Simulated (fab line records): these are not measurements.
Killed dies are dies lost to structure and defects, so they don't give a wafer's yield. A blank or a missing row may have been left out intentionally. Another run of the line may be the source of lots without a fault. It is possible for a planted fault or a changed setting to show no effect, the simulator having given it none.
The tool behind it: which one? | flow sky130 | 11 lots, 33 wafers sampled, at 2 steps of a route of 708

WHAT THE GAUGES READ, wafer by wafer
SKY_VIA3_BOW_MEAS_03.
lot  | measured     | on            | VIA3_BOW (um)
L572 | day 39 03:16 | film metro-03 | 77 71 81
L573 | day 39 09:44 | film metro-02 | 71 74 76
L574 | day 39 11:51 | film metro-03 | 73 76 83
L575 | day 39 21:01 | film metro-02 | 74 88 84
L577 | day 40 14:11 | film metro-02 | 79 79 89
L587 | day 43 12:57 | film metro-01 | 67 81 76
L589 | day 44 03:29 | film metro-02 | 82 73 59
L590 | day 44 03:53 | film metro-02 | 87 75 81
L591 | day 44 05:12 | film metro-01 | 83 74 80
L593 | day 44 20:54 | film metro-03 | 85 77 83
L594 | day 45 10:56 | film metro-01 | 70 63 68

WHICH TOOL RAN EACH LOT (tool, then ch and the chambers of the sampled wafers, then the start)
lot  | SKY_METAL3_ETCH_16
L572 | rie metal-02 ch 0,1, day 39 01:46
L573 | rie metal-03 ch 0,1, day 39 08:20
L574 | rie metal-03 ch 0,1, day 39 10:05
L575 | rie metal-04 ch 0,1, day 39 19:23
L577 | rie metal-03 ch 0,1, day 40 12:26
L587 | rie metal-02 ch 0, day 43 11:27
L589 | rie metal-02 ch 0, day 44 02:05
L590 | rie metal-04 ch 0,1, day 44 02:28
L591 | rie metal-03 ch 0,1, day 44 03:47
L593 | rie metal-02 ch 0,1, day 44 19:23
L594 | rie metal-02 ch 0,1, day 45 09:30
- SKY_METAL3_ETCH_16: etches BARC in N2/H2, stops on SiO2, time 88.2 s, target depth 60 nm.

THE ANSWER, worked out from the rows above alone
Rule: the lots themselves supply what counts as usual. The widest of any qualifying gaps counts: lots, ordered by their means at a reading, are off when they make up no more than a third of the lots, leave a main group of 4 or more, and stand apart from it by 3 or more times the standard deviation of that group's means. Not used: any main group whose means are identical at the precision the tables above print for the reading. A lot without any number at a reading at which 4 lots or more have one is off too. Any other lot the step has rows for is counted as sound.
No lot is off at any reading shown: from this, nothing can be told.

WHAT THE SIMULATOR HAD INSERTED
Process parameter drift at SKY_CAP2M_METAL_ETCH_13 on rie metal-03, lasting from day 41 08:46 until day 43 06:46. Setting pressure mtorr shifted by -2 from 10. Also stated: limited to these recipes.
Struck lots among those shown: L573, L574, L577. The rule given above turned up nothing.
